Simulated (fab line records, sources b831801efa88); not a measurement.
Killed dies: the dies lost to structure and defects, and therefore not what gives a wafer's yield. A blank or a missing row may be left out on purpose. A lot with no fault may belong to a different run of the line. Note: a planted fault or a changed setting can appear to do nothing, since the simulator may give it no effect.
Code-filled problem report in 8D (eight disciplines) form :: flow sky130 :: the parts of the form that need people (team, actions taken, sign-off) are left out

## 1. PROBLEM STATEMENT
At SKY_LDD_LDN_STRIP_12, strip-time-to-endpoint-s averages 4.57 s over 9 wafers from 3 lots, while fault-free wafers read 14.19 s, standard deviation 0.049. That is -99 or more standard deviations from the usual mean.
The step: strips in O2/N2.
Seen first at day 26 07:55 on plasma-asher-03, wafer L382.2. Wafers with a number at this step in the record: 45, from 15 lots. By rule, "out" or "out of limits" means more than 4 standard deviations away from the usual mean. The rest of the wafers with a number are treated as sound.

## 2. WHAT IT IS, AND WHAT IT ISN'T
question: which readings at this step
is: strip-time-to-endpoint-s, oes-product-au
is not: -

question: which lots
is: L382, L384, L385
is not: L373, L374, L375, L376, L377, L378, L390, L391, L392, L394, L395, L396

question: which wafers of those lots
is: all that have a number
is not: -

question: read on which tools
is: plasma-asher-01, plasma-asher-03, plasma-asher-04
is not: -

question: when
is: from day 26 07:55
is not: up to then (18 sound wafers); but 18 sound wafers of L390, L391, L392, L394, L395, L396 came after

## 3. SUSPECTS, AND WHAT RULES EACH OUT
Counting: a tool stays on the suspect list if, at a process step up to the reading, it processed all lots that are out and no sound lot following the first of them.
- litho-track-03 at SKY_LDD_LDN_COAT_02 (resist thk 1140 nm): ruled out as a lasting fault. Following L382 (day 25 16:48), the first lot on it that is out, the sound lots L395 were run on it.
Left after counting: nothing in the record.

## 4. THE CAUSE (what the simulator had put in)
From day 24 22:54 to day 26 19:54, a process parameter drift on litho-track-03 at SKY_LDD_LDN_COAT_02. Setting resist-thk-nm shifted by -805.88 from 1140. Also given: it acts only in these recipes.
It was ruled out by counting, in error; the rule expects a fault to strike all lots run on its tool from its start on, and this fault did not.

## 5. THE EFFECT CHAIN, in route order
Rows list readings where the struck wafers' mean (over those with a number) sits beyond 3 standard deviations from the usual. Only readings whose record carries a usual standard deviation are examined. hours: median over the lots of the time between each lot's start at the first step of this table that gives one and its start at this step. sigmas: the change, counted in usual standard deviations.
hours: 0
step: SKY_LDD_LDN_STRIP_12
reading: oes-product-au
usual: 0.715 a.u.
on struck wafers: 0.424
change: -0.291
sigmas: -62

hours: 0
step: SKY_LDD_LDN_STRIP_12
reading: strip-time-to-endpoint-s
usual: 14.19 s
on struck wafers: 4.57
change: -9.62
sigmas: -99 or more
The process steps in it:
- SKY_LDD_LDN_STRIP_12: strips in O2/N2.

## 6. WHAT WOULD HAVE CAUGHT IT SOONER
First out-of-limits reading in this record: day 26 07:55, which is 33 hours after fault onset at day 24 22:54.
